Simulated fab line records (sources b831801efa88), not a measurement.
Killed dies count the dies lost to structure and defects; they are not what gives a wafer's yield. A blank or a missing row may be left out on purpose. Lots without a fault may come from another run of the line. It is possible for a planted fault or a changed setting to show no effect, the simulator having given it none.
The same fault as seen by 2 desks ; flow gf180mcu ; each desk holds nothing but its own numbers, with what lay behind them at the end

AT THE METROLOGY DESK
What the gauges read, lot by lot, whatever tool the lot ran on: means of the sampled wafers that have a number. If a lot's mean is further than 4 standard deviations from the usual mean, the lot is out of limits and carries the mark OUT (the distance appears in the brackets).
Columns: A = cd_nm at GF_M3_CD_MEAS_14, usual 279.7 nm
lot;first seen here;A
L565;day 21 21:47;280.5
L566;day 22 07:41;277.9
L567;day 22 15:38;278.6
L570;day 23 23:49;278.6
L572;day 24 13:01;280.3
L574;day 25 14:24;278.8
L576;day 26 01:48;276.1
L578;day 27 02:41;274.7 (-4.5) OUT
L581;day 27 07:59;281.8
L585;day 28 14:41;280.0
L584;day 28 15:01;280.1
This desk finds L578 out of limits, L578 being first, at day 27 02:41 (cd_nm at GF_M3_CD_MEAS_14). L565, L566, L567, L570, L572, L574, L576, L581, L585, L584: within limits.

AT THE TOOL OWNER'S DESK: litho_track-04
The tool's own readings at GF_M3_PEB_12 (peb time 90 s): means of the sampled wafers that have a number, for each lot that ran on this tool. If a lot's mean is further than 4 standard deviations from the usual mean, the lot is out of limits and carries the mark OUT (the distance appears in the brackets).
Columns: A = exhaust_pa at GF_M3_PEB_12, usual 45.0 Pa
lot;first seen here;A
L565;day 21 21:26;44.2
L566;day 22 07:20;44.9
L574;day 25 14:04;45.2
L576;day 26 01:28;45.0
L578;day 27 02:20;45.9
Result from this desk: across the 5 lots, nothing is out of limits.

BROUGHT TOGETHER
At day 27 02:41 the metrology desk could have sounded an alarm, on L578.
The tool owner's desk saw nothing out of limits.
On record at the tool owner's desk: L578, within its limits.
On litho_track-04, each named lot ran GF_M3_PEB_12.

WHAT THE SIMULATOR HAD INSERTED
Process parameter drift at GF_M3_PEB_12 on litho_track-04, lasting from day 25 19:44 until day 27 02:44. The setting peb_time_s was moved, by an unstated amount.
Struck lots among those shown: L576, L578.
Hours from the fault's start to each desk's first reading out of limits: the metrology desk, 31.
